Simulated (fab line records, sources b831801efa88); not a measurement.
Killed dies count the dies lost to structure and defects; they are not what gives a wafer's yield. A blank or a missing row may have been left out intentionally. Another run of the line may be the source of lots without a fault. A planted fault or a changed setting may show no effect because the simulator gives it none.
A struck lot beside a sound one / flow sky130 / 17 out of 708 route steps
Sound: the wafers L534.1, L534.2, L534.3. Wafers struck: L547.2, L547.3, L547.4. The cause is named last.
Each step with rows lists, per side, the tool, then ch with its chambers, then its first start. Under that, the readings that differ: sound wafers / struck wafers / difference of the means / sigmas: that difference in standard deviations of wafers without a fault.
alike: readings with means less than 2 such deviations apart, plus words and numbers identical on both sides. not compared: withheld readings, readings lacking a value on some wafer, bounds such as >300 that could conceal the same value, and numbers that have no deviation in the record and whose values overlap.
The two part at a step that has a row with sigmas, a row that says differs or no value, or rows on one side only. Non-overlapping numbers with no deviation appear without sigmas and do not part them. Lack of a reading on every wafer of one side parts them only where that side has two or more wafers.

first, 1 step without rows for these wafers: SKY_VT_ADJUST_LVTN_IMPLANT_19.
SKY_VT_ADJUST_LVTN_STRIP_20: strips in O2/N2.
  sound on plasma-asher-04 ch 0,1, day 9 20:57; struck on plasma-asher-03 ch 0,1, day 13 07:21
  alike: drypump-motor-current-A, n2-flow-sccm, oes-product-au, strip-time-to-endpoint-s
  not compared: rf-hours-counter-h
SKY_VT_ADJUST_LVTN_TW_MEAS_21:
  sound: film-metro-02 at day 9 21:03; struck: film-metro-03 at day 13 07:28
  alike: VT_ADJUST_LVTN_2_TW
then, 7 steps without rows for these wafers: SKY_VT_ADJUST_NCORE_DEHYDRATE_00 (time 60 s); SKY_VT_ADJUST_NCORE_HMDS_01 (prime time 60 s); SKY_VT_ADJUST_NCORE_COAT_02 (resist thk 1140 nm); SKY_VT_ADJUST_NCORE_SOFTBAKE_03 (time 60 s); SKY_VT_ADJUST_NCORE_EXPOSE_04 (exposes mask LVTN COMPLEMENT THIN, target cd 380 nm); SKY_VT_ADJUST_NCORE_PEB_05; SKY_VT_ADJUST_NCORE_DEVELOP_06 (develop time 60 s).
SKY_VT_ADJUST_NCORE_CD_MEAS_07 targets a cd of 380 nm.
  sound: cd-sem-02 at day 10 17:25; struck: cd-sem-02 at day 14 08:47
  alike: cd-nm
SKY_VT_ADJUST_NCORE_OVL_MEAS_08:
  sound: overlay-02 at day 10 17:32; struck: overlay-01 at day 14 08:53
  alike: VT_ADJUST_NCORE_OVL
SKY_VT_ADJUST_NCORE_IMPLANT_09:
  sound on implanter-03 ch 0, day 10 17:34; struck on implanter-03 ch 0, day 14 08:56
reading=dose-ions-cm2; sound=2.3977e+12 2.4041e+12 2.402e+12; struck=3.8576e+12 3.8576e+12 3.861e+12; difference=+1.4575e+12; sigmas=+99 or more
reading=faraday-current-uA; sound=13.30 13.41 13.84; struck=21.44 22.01 21.23; difference=+8.04; sigmas=+32
SKY_VT_ADJUST_NCORE_STRIP_10: strips in O2/N2.
  sound on plasma-asher-01 ch 0,1, day 10 17:43; struck on plasma-asher-04 ch 0,1, day 14 09:04
  alike: drypump-motor-current-A, n2-flow-sccm, oes-product-au, strip-time-to-endpoint-s
  not compared: rf-hours-counter-h
SKY_VT_ADJUST_NCORE_TW_MEAS_11:
  sound: film-metro-04 at day 10 17:49; struck: film-metro-03 at day 14 09:11
reading=VT_ADJUST_NCORE_TW; sound=220.2 219.7 220.2; struck=247.6 248.3 247.5; difference=+27.8; sigmas=+21
then, 1 step without rows for these wafers: SKY_VT_ADJUST_HVTR_DEHYDRATE_00 (time 60 s).
-- a jump in the record: the struck wafers' starts before and after are 36 days apart (it breaks off in module VT_ADJUST_HVTR and resumes in module PAD_OPEN, where the first step shown is number 708 of the route) --
SKY_PAD_OPEN_PROBE_99:
  sound: prober-02 at day 47 15:27; struck: prober-02 at day 50 09:32
  alike: killed_at_M0_to_M3, killed_at_M4_up, killed-at-contacts, killed-at-front-end, killed-at-other, killed-dies, killed-open, killed-short

== WHERE THEY PART ==
First at SKY_VT_ADJUST_NCORE_IMPLANT_09; last, within this record, at SKY_VT_ADJUST_NCORE_TW_MEAS_11. Later steps at which nothing parts them and some readings are alike: SKY_PAD_OPEN_PROBE_99.

WHY: whatever the simulator had introduced
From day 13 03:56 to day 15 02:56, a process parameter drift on implanter-03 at SKY_VT_ADJUST_NCORE_IMPLANT_09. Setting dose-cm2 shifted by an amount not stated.
